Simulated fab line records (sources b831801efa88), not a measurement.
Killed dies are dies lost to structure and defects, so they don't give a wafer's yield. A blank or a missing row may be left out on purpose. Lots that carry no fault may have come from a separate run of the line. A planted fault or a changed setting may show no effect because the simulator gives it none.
fab line records | flow sky130
[record] lots = 13 wafers = 39 last-day = 51
route steps=708 shown LI_CONTACT@371 PAD_OPEN@708
lots that met no fault: taken from a fault-free run of the same line
start-h: hours from the record's opening day to when the first of the lot's shown wafers began | wait-h: hours since the lot's step before | " unchanged from the row above | L1.1+2: several wafers, shown together as one row | - no value, or no start was given | * or withheld: withheld | < > ~ a bound
route shown NAME@n: names a module that has steps shown in the file, with the first one's number in the route | usual: the fault-free wafers' mean and standard deviation | same: alike in all rows | chamber/n: place in a boat | sites: readings site by site | _std_site: the standard deviation of these | _edge_site: inner sites' mean taken away from outer sites' mean | radius-mm: for every site, how far away it sits from the centre of the wafer | mask NAME#n: copy n | behind: tool/chamber where the wafer was last shaped | hold: why the lot went on hold/how many hours it stayed there/how the hold came to an end | device: the transistor (n, p or np) that didn't switch | end of line: the route-end tests of the same wafers | for a step that has no rows: nothing shown but its recipe | killed: not the wafer's yield, but the dies lost to structure and defects at the first sort | map: dies across one wafer; x = killed, . = not, _ = none there
set.NAME: the setting that was run; set.NAME@STEP: the one run at that earlier step | model.NAME: the simulator's own value behind a step, which no gauge read
one table for each step of the route and one row for each wafer, over a sample of lots
services: when a tool's chamber went out of use (start-h, in hours from the record's first day, below 0 if earlier), for how many hours, and the reason
[[steps]]
[step SKY_LI_CONTACT_EXPOSE_09]
[recipe] mask-id = LICM1 na = 0.8 source-shape = annular sigma-inner = 0.55 sigma-outer = 0.85 target-cd-nm = 170 dose-mj = 38
[usual] focus-offset-nm = 0.0/0.55
// columns lot.wafer tool chamber start-h wait-h mask focus-offset-nm
L587.1 krf-scanner-02 0 684.14 - LICM1#0 0.6
L587.2 " 0 " " LICM1#0 0.4
L587.6 " 0 " " LICM1#0 0.8
L588.2 krf-scanner-02 0 695.99 - LICM1#0 -0.2
L588.4 " 0 " " LICM1#0 0.3
L588.5 " 0 " " LICM1#0 0.6
L590.4 krf-scanner-02 0 708.79 - LICM1#0 -0.4
L590.5 " 0 " " LICM1#0 0.1
L590.6 " 0 " " LICM1#0 -0.3
L591.2 krf-scanner-02 0 721.30 - LICM1#0 -1.0
L591.3 " 0 " " LICM1#0 -1.6
L591.6 " 0 " " LICM1#0 -0.3
L592.1 krf-scanner-02 0 726.42 - LICM1#0 -0.1
L592.3 " 0 " " LICM1#0 0.9
L592.6 " 0 " " LICM1#0 0.2
L593.2 krf-scanner-01 0 730.56 - LICM1#0 0.3
L593.3 " 0 " " LICM1#0 0.0
L593.5 " 0 " " LICM1#0 0.1
L594.1 krf-scanner-02 0 740.74 - LICM1#0 -0.8
L594.2 " 0 " " LICM1#0 -0.1
L594.6 " 0 " " LICM1#0 -0.8
L595.2 krf-scanner-01 0 751.93 - LICM1#0 0.3
L595.3 " 0 " " LICM1#0 0.6
L595.6 " 0 " " LICM1#0 0.0
L597.1 krf-scanner-01 0 764.09 - LICM1_R1#0 0.5
L597.2 " 0 " " LICM1_R1#0 0.0
L597.5 " 0 " " LICM1_R1#0 0.9
L599.2 krf-scanner-01 0 779.40 - LICM1#0 0.3
L599.3 " 0 " " LICM1#0 0.7
L599.4 " 0 " " LICM1#0 0.7
L606.1 krf-scanner-01 0 845.24 - LICM1#0 1.0
L606.3 " 0 " " LICM1#0 0.8
L606.4 " 0 " " LICM1#0 0.0
L608.1 krf-scanner-01 0 847.47 - LICM1#0 -0.3
L608.2 " 0 " " LICM1#0 -0.2
L608.6 " 0 " " LICM1#0 0.2
L609.2 krf-scanner-01 0 856.46 - LICM1#0 -0.3
L609.3 " 0 " " LICM1#0 -0.3
L609.5 " 0 " " LICM1#0 -1.0
[step SKY_LI_CONTACT_CD_MEAS_12]
[recipe] target-cd-nm = 170
[usual] cd-nm = 169.8/1.8
// columns lot.wafer tool chamber start-h wait-h cd-nm
L587.1 cd-sem-01 - 698.72 - 167.7
L587.2 " - " " 168.5
L587.6 " - " " 167.2
L588.2 cd-sem-02 - 710.19 - 169.3
L588.4 " - " " 168.4
L588.5 " - " " 168.5
L590.4 cd-sem-01 - 722.84 - 171.2
L590.5 " - " " 172.8
L590.6 " - " " 171.8
L591.2 cd-sem-01 - 735.50 - 170.0
L591.3 " - " " 170.4
L591.6 " - " " 169.4
L592.1 cd-sem-01 - 740.12 - 171.7
L592.3 " - " " 171.3
L592.6 " - " " 172.6
L593.2 cd-sem-02 - 743.75 - 167.7
L593.3 " - " " 168.7
L593.5 " - " " 169.0
L594.1 cd-sem-01 - 753.58 - 166.2
L594.2 " - " " 167.1
L594.6 " - " " 166.8
L595.2 cd-sem-02 - 766.40 - 171.4
L595.3 " - " " 170.6
L595.6 " - " " 169.2
L597.1 cd-sem-01 - 777.07 - 134.4
L597.2 " - " " 135.5
L597.5 " - " " 134.0
L599.2 cd-sem-01 - 793.04 - 167.7
L599.3 " - " " 168.7
L599.4 " - " " 168.3
L606.1 cd-sem-02 - 858.33 - 169.7
L606.3 " - " " 170.3
L606.4 " - " " 170.1
L608.1 cd-sem-01 - 860.62 - 172.3
L608.2 " - " " 172.0
L608.6 " - " " 173.4
L609.2 cd-sem-02 - 869.39 - 171.7
L609.3 " - " " 171.8
L609.5 " - " " 171.8
[step SKY_PAD_OPEN_PROBE_99]
[usual] killed_at_M0_to_M3 = 44/6.9 killed_at_M4_up = 3.1/1.7 killed-at-contacts = 25/5.6 killed-at-front-end = 14/4.3 killed-at-other = 0.3/0.51 killed-dies = 86/9.8 killed-on-rim = 17/3.8 killed-open = 47/6.5 killed-short = 39/6.6
[same] gross-dies = 492 killed-at-back-side = 0
// columns lot.wafer tool chamber start-h wait-h killed_at_M0_to_M3 killed_at_M4_up killed-at-contacts killed-at-front-end killed-at-other killed-dies killed-on-rim killed-open killed-short
L593.2 prober-01 - 1131.49 0.1 44 7 18 19 1 89 18 43 46
L593.3 prober-01 - 1131.54 0.2 42 2 33 27 1 105 22 51 54
L593.5 prober-01 - 1131.64 0.2 47 2 26 21 0 96 25 50 46
L594.1 prober-02 - 1140.72 0.1 50 5 23 18 0 96 21 58 38
L594.2 prober-02 - 1140.77 0.1 46 5 18 18 1 88 24 48 40
L594.6 prober-02 - 1140.97 0.2 35 3 20 13 0 71 23 44 27
L597.1 prober-01 - 1156.74 0.1 45 3 335 20 0 403 70 47 44
L597.2 prober-01 - 1156.79 0.1 52 0 355 3 0 410 59 53 36
L597.5 prober-01 - 1156.94 0.2 44 1 334 14 0 393 63 53 30
// killed by level:class
L593.2 VIA1:geometric-particle:open=15 CONTACT:geometric-particle:open=11 VIA1:geometric-particle:short=9 METAL2:geometric-particle:short=7 METAL1:geometric-particle:short=6 METAL4:geometric-particle:short=6 POLY_GATE:geometric-particle:open=5 FIELD_ISO:geometric-particle:short=4
L593.3 VIA1:geometric-particle:open=12 CONTACT:geometric-particle:open=12 LI_CONTACT:geometric-particle:open=8 POLY_GATE:geometric-particle:short=7 FIELD_ISO:geometric-particle:open=7 VIA1:geometric-particle:short=7 FIELD_ISO:geometric-particle:short=5 LOCAL_INTERCONNECT:geometric-particle:short=5
L593.5 METAL1:geometric-particle:short=10 FIELD_ISO:geometric-particle:open=8 LI_CONTACT:geometric-particle:open=8 VIA1:geometric-particle:open=8 VIA3:geometric-particle:open=7 CONTACT:geometric-particle:open=7 VIA1:geometric-particle:short=6 FIELD_ISO:geometric-particle:short=4
L594.1 VIA2:geometric-particle:open=13 VIA1:geometric-particle:open=11 CONTACT:geometric-particle:open=8 POLY_GATE:geometric-particle:open=7 LI_CONTACT:geometric-particle:open=7 VIA3:geometric-particle:open=6 VIA1:geometric-particle:short=6 FIELD_ISO:geometric-particle:open=4
L594.2 VIA1:geometric-particle:open=12 POLY_GATE:geometric-particle:open=9 VIA1:geometric-particle:short=7 VIA3:geometric-particle:open=7 METAL1:geometric-particle:short=6 CONTACT:geometric-particle:open=5 FIELD_ISO:geometric-particle:open=4 LI_CONTACT:geometric-particle:open=4
L594.6 VIA3:geometric-particle:open=10 VIA2:geometric-particle:open=8 VIA1:geometric-particle:open=6 CONTACT:geometric-particle:open=6 FIELD_ISO:geometric-particle:open=5 POLY_GATE:geometric-particle:short=4 LOCAL_INTERCONNECT:geometric-particle:short=4 METAL1:geometric-particle:short=4
L597.1 LI_CONTACT:area-expose=312 CONTACT:geometric-particle:open=9 LI_CONTACT:geometric-particle:open=7 VIA2:geometric-particle:open=7 FIELD_ISO:geometric-particle:short=6 VIA1:geometric-particle:open=6 METAL1:geometric-particle:short=5 VIA1:geometric-particle:short=5
L597.2 LI_CONTACT:area-expose=321 VIA1:geometric-particle:open=15 CONTACT:geometric-particle:open=14 VIA2:geometric-particle:open=9 LI_CONTACT:geometric-particle:open=8 VIA1:geometric-particle:short=8 METAL1:geometric-particle:short=7 CONTACT:geometric-particle:short=6
L597.5 LI_CONTACT:area-expose=310 VIA1:geometric-particle:open=12 VIA3:geometric-particle:open=11 LI_CONTACT:geometric-particle:open=8 CONTACT:geometric-particle:open=7 VIA2:geometric-particle:open=7 CONTACT:geometric-particle:short=5 METAL1:geometric-particle:short=5
[[services]]
// columns tool chamber start-h hours kind
krf-scanner-02 - 669.02 4.4 pm
krf-scanner-02 - 697.00 1.0 pm
krf-scanner-02 - 729.94 0.9 repair
krf-scanner-01 - 737.07 0.8 pm
krf-scanner-01 - 743.21 1.3 pm
krf-scanner-01 - 762.23 0.3 repair
krf-scanner-02 - 762.82 1.6 repair
krf-scanner-02 - 774.86 0.8 pm
krf-scanner-02 - 778.71 1.2 repair
krf-scanner-02 - 780.34 1.3 pm
krf-scanner-01 - 787.46 3.5 repair
krf-scanner-01 - 791.00 1.0 pm
krf-scanner-02 - 816.81 4.0 pm
[[key]]
[first-sign] step = SKY_LI_CONTACT_EXPOSE_09 reading = mask direction = changed
[effect] step = SKY_LI_CONTACT_CD_MEAS_12 reading = cd-nm direction = down sigmas = 20 usual = 169.8 struck = 134.7
[effect] step = SKY_PAD_OPEN_PROBE_99 reading = killed-at-contacts direction = up sigmas = 56 usual = 25 struck = 341
[more-kills-born-at] SKY_LI_CONTACT_EXPOSE_09@krf-scanner-01 = 943
met-at SKY_LI_CONTACT_EXPOSE_09
struck-lots L597
later-rows-left-out L597.1,L597.2,L597.5
tester-left-out L597
onset-between 751.93 764.09
[fault] kind = wrong-mask tool = any chamber = - onset-h = 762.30 steps = SKY_LI_CONTACT_EXPOSE_09 aux-copy = LICM1_R1#0 cd-offset-nm = -34 scope = struck-lots-only
// tester-left-out: of these lots the tester's yield and bins aren't shown, on N5 and GAA mostly nor the transistor test; their killed dies are dies lost to structure and defects alone, not to doping, threshold or leakage, so they don't give the yield
// later-rows-left-out: the simulator's readings of these wafers behind a module that went badly wrong aren't trusted and aren't shown, but for the sort
